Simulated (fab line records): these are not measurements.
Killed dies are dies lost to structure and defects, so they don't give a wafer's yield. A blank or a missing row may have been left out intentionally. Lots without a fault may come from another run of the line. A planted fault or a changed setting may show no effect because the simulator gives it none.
Which tool is to blame?    flow sky130    Sampling: 24 lots, 72 wafers, 5 of 708 route steps

== WHAT THE GAUGES SHOWED, per wafer ==
SKY_VIA2_THK_MEAS_23: measures by xrf. Usual: VIA2_W_THK gives 431 nm (standard deviation 8.4).
lot   measured      on             VIA2_W_THK (nm)  flag
L074  day 36 06:39  film metro-03  412 416 425      
L075  day 36 08:13  film metro-03  426 417 426      
L076  day 36 19:01  film metro-01  426 432 438      
L077  day 37 04:05  film metro-01  424 427 419      
L078  day 37 06:01  film metro-03  439 438 430      
L079  day 38 04:50  film metro-03  425 424 428      
L080  day 38 12:50  film metro-04  432 430 421      
L081  day 39 22:40  film metro-04  435 428 443      
L082  day 39 00:49  film metro-04  438 425 430      
L083  day 39 06:32  film metro-01  430 423 432      
L084  day 39 21:50  film metro-01  429 437 444      
L085  day 39 23:19  film metro-04  422 428 423      
L086  day 40 09:13  film metro-01  433 426 426      
L087  day 40 09:31  film metro-04  430 419 431      
L088  day 40 18:33  film metro-04  424 435 421      
L089  day 41 03:59  film metro-04  426 430 433      
L090  day 41 10:14  film metro-04  431 439 431      
L091  day 41 12:08  film metro-03  448 444 437      
L092  day 41 20:51  film metro-03  441 433 443      
L093  day 42 10:41  film metro-04  428 434 431      
L094  day 42 12:17  film metro-04  447 445 433      
L095  day 42 13:53  film metro-01  443 444 445      
L096  day 42 18:32  film metro-04  434 435 423      
L097  day 43 06:48  film metro-01  435 437 449      

SKY_METAL3_OVL_MEAS_14. Usual: METAL3_OVL gives -3 nm (standard deviation 5.2).
lot   measured      on          METAL3_OVL (nm)  flag
L074  day 38 11:40  overlay-02  -1 -2 -3         
L075  day 38 12:30  overlay-01  -3 2 -4          
L076  day 39 00:01  overlay-02  0 -13 -5         
L077  day 39 08:18  overlay-02  -7 -5 -12        
L078  day 39 10:11  overlay-01  -3 -1 2          
L079  day 40 08:52  overlay-01  0 -6 -3          
L080  day 40 14:58  overlay-01  -5 4 -3          
L081  day 42 00:26  overlay-02  -4 -6 -4         
L082  day 41 05:28  overlay-01  -6 -5 -4         
L083  day 41 08:41  overlay-02  7 4 5            
L084  day 41 23:20  overlay-01  -12 -10 -10      
L085  day 42 02:12  overlay-01  -5 -9 -6         
L086  day 42 09:41  overlay-02  -4 1 4           
L087  day 42 10:20  overlay-01  -13 -5 -3        
L088  day 42 19:04  overlay-01  -9 0 -14         
L089  day 43 03:41  overlay-01  -2 4 -5          
L090  day 43 10:48  overlay-01  -12 -8 -9        
L091  day 43 12:34  overlay-02  -2 3 -1          
L092  day 43 20:33  overlay-02  -4 -1 4          
L093  day 44 09:11  overlay-02  4 7 2            
L094  day 44 10:07  overlay-02  -5 -7 -3         
L095  day 44 12:22  overlay-02  2 7 2            
L096  day 44 15:33  overlay-01  7 -3 1           
L097  day 45 03:56  overlay-02  -4 -6 2          

SKY_VIA3_THK_MEAS_01. Usual: VIA3_HDPCVD_THK gives 1639 nm (standard deviation 17).
lot   measured      on             VIA3_HDPCVD_THK (nm)  flag
L074  day 38 12:53  film metro-03  1622 1638 1665        
L075  day 38 13:43  film metro-02  1627 1615 1612        
L076  day 39 01:08  film metro-01  1621 1615 1634        
L077  day 39 09:32  film metro-02  1627 1618 1640        
L078  day 39 11:23  film metro-02  1597 1614 1612        
L079  day 40 10:10  film metro-01  1647 1648 1634        
L080  day 40 16:08  film metro-01  1652 1645 1656        
L081  day 42 02:00  film metro-01  1651 1644 1656        
L082  day 41 06:38  film metro-02  1646 1634 1625        
L083  day 41 09:51  film metro-02  1629 1617 1599        
L084  day 42 00:48  film metro-02  1636 1619 1633        
L085  day 42 03:44  film metro-02  1637 1622 1637        
L086  day 42 11:17  film metro-01  1649 1640 1615        
L087  day 42 11:29  film metro-03  1640 1651 1656        
L088  day 42 20:11  film metro-02  1642 1639 1639        
L089  day 43 04:48  film metro-01  1621 1646 1631        
L090  day 43 11:56  film metro-02  1621 1645 1627        
L091  day 43 13:41  film metro-01  1631 1638 1640        
L092  day 43 21:41  film metro-02  1664 1650 1669        
L093  day 44 10:18  film metro-03  1651 1650 1666        
L094  day 44 11:17  film metro-03  1675 1652 1657        
L095  day 44 13:29  film metro-02  1642 1648 1638        
L096  day 44 16:41  film metro-03  1631 1634 1643        
L097  day 45 05:06  film metro-03  1658 1669 1667        

SKY_VIA3_CD_MEAS_12 targets a cd of 200 nm. Usual: cd nm reads 199.9 nm (standard deviation 1.2).
lot   measured      on         cd nm (nm)         flag
L074  day 39 14:01  cd sem-01  198.5 198.2 198.9  
L075  day 39 14:25  cd sem-01  198.7 198.9 199.0  
L076  day 40 05:10  cd sem-01  197.5 198.2 198.2  
L077  day 40 09:43  cd sem-01  197.6 198.1 198.4  
L078  day 40 11:52  cd sem-02  202.4 200.2 202.7  
L079  day 41 10:11  cd sem-01  199.9 199.9 198.8  
L080  day 41 16:01  cd sem-02  200.0 200.8 201.0  
L081  day 43 02:19  cd sem-02  199.8 199.1 200.9  
L082  day 42 06:34  cd sem-02  200.2 201.4 200.7  
L083  day 42 09:28  cd sem-02  200.5 199.6 200.6  
L084  day 42 23:55  cd sem-02  198.7 199.7 199.7  
L085  day 43 02:53  cd sem-02  200.5 199.9 200.0  
L086  day 43 10:34  cd sem-02  198.4 199.6 198.8  
L087  day 43 10:59  cd sem-02  200.8 201.0 200.8  
L088  day 43 19:25  cd sem-02  199.8 200.7 200.8  
L089  day 44 03:58  cd sem-02  198.8 198.7 199.0  
L090  day 44 10:31  cd sem-02  199.7 199.0 200.5  
L091  day 44 12:35  cd sem-01  199.5 202.4 200.5  
L092  day 44 20:07  cd sem-01  201.6 201.7 199.9  
L093  day 45 08:10  cd sem-02  201.5 200.3 201.1  
L094  day 45 09:29  cd sem-02  201.7 201.9 201.8  
L095  day 45 11:44  cd sem-02  199.7 198.5 199.2  
L096  day 45 14:55  cd sem-01  199.4 199.4 199.9  
L097  day 46 03:37  cd sem-01  201.2 200.5 202.3  

== TOOL THAT RAN EACH LOT (tool first, then ch and the chambers of the sampled wafers, then the start) ==
lot   SKY_LOCAL_INTERCONNECT_ETCH_13
L074  rie metal-03 ch 0,1, day 30 07:46
L075  rie metal-02 ch 0,1, day 30 09:24
L076  rie metal-02 ch 0,1, day 30 21:59
L077  rie metal-03 ch 0,1, day 31 08:04
L078  rie metal-04 ch 0, day 31 09:11
L079  rie metal-03 ch 0,1, day 32 10:50
L080  rie metal-02 ch 0,1, day 32 17:08
L081  rie metal-03 ch 0,1, day 32 22:55
L082  rie metal-04 ch 1, day 33 06:27
L083  rie metal-03 ch 1, day 33 11:26
L084  rie metal-04 ch 0,1, day 34 04:31
L085  rie metal-03 ch 0,1, day 34 05:16
L086  rie metal-02 ch 0,1, day 34 15:56
L087  rie metal-04 ch 0,1, day 34 16:19
L088  rie metal-04 ch 0,1, day 35 02:44
L089  rie metal-02 ch 0,1, day 35 10:51
L090  rie metal-04 ch 0,1, day 35 17:08
L091  rie metal-02 ch 1, day 35 23:17
L092  rie metal-03 ch 0,1, day 36 08:25
L093  rie metal-02 ch 0,1, day 36 19:50
L094  rie metal-04 ch 0,1, day 36 23:09
L095  rie metal-04 ch 0, day 37 01:13
L096  rie metal-02 ch 1, day 37 07:24
L097  rie metal-04 ch 1, day 37 20:31
- SKY_LOCAL_INTERCONNECT_ETCH_13: etches BARC in N2/H2, stops on SiO2, time 45.9 s, target depth 60 nm.

== WHAT THE TOOLS THEMSELVES READ (means of the sampled wafers that have a number; where no wafer has one, the mark that the record gives instead) ==
SKY_LOCAL_INTERCONNECT_ETCH_13. Usual: drypump motor current A 5.96 A, standard deviation 0.17; oes product au 0.855 a.u., standard deviation 0.0047; throttle valve pct 13.225 %, standard deviation 0.0098.
lot   tool          drypump motor current A (A)  oes product au (a.u.)  throttle valve pct (%)  flag
L074  rie metal-03  6.00                         0.848                  13.227                  
L075  rie metal-02  5.70                         0.856                  13.227                  
L076  rie metal-02  5.78                         0.851                  13.222                  
L077  rie metal-03  6.03                         0.860                  13.223                  
L078  rie metal-04  5.96                         0.853                  13.222                  
L079  rie metal-03  6.00                         0.857                  13.226                  
L080  rie metal-02  5.77                         0.851                  13.229                  
L081  rie metal-03  6.02                         0.853                  13.218                  
L082  rie metal-04  6.22                         0.859                  13.221                  
L083  rie metal-03  5.97                         0.853                  13.222                  
L084  rie metal-04  6.12                         0.853                  13.227                  
L085  rie metal-03  6.03                         0.860                  13.225                  
L086  rie metal-02  5.69                         0.859                  13.233                  
L087  rie metal-04  6.14                         0.854                  13.228                  
L088  rie metal-04  6.13                         0.855                  13.239                  
L089  rie metal-02  5.71                         0.850                  13.214                  
L090  rie metal-04  6.07                         0.857                  13.230                  
L091  rie metal-02  5.85                         0.851                  13.221                  
L092  rie metal-03  6.03                         0.852                  13.233                  
L093  rie metal-02  5.70                         0.858                  13.222                  
L094  rie metal-04  6.13                         0.859                  13.214                  
L095  rie metal-04  5.95                         0.854                  13.233                  
L096  rie metal-02  5.86                         0.851                  13.228                  
L097  rie metal-04  6.18                         0.856                  13.225                  

== THE ANSWER, worked out from the rows above alone ==
Rule: a lot is off if the mean of its wafers that have a number lies more than 3 standard deviations from the usual mean. A lot without any number at a reading at which 4 lots or more have one is off too. The other lots that the step has rows for count as sound. First the gauges in route order, then the tools' own readings, where a lot's mean is used as printed above. The first step at which some lot is off is used, and at that step the reading that is off furthest; a lot without a number counts as furthest.
None of the lots is off at any reading shown; this tells nothing.

== WHAT THE SIMULATOR HAD PUT IN ==
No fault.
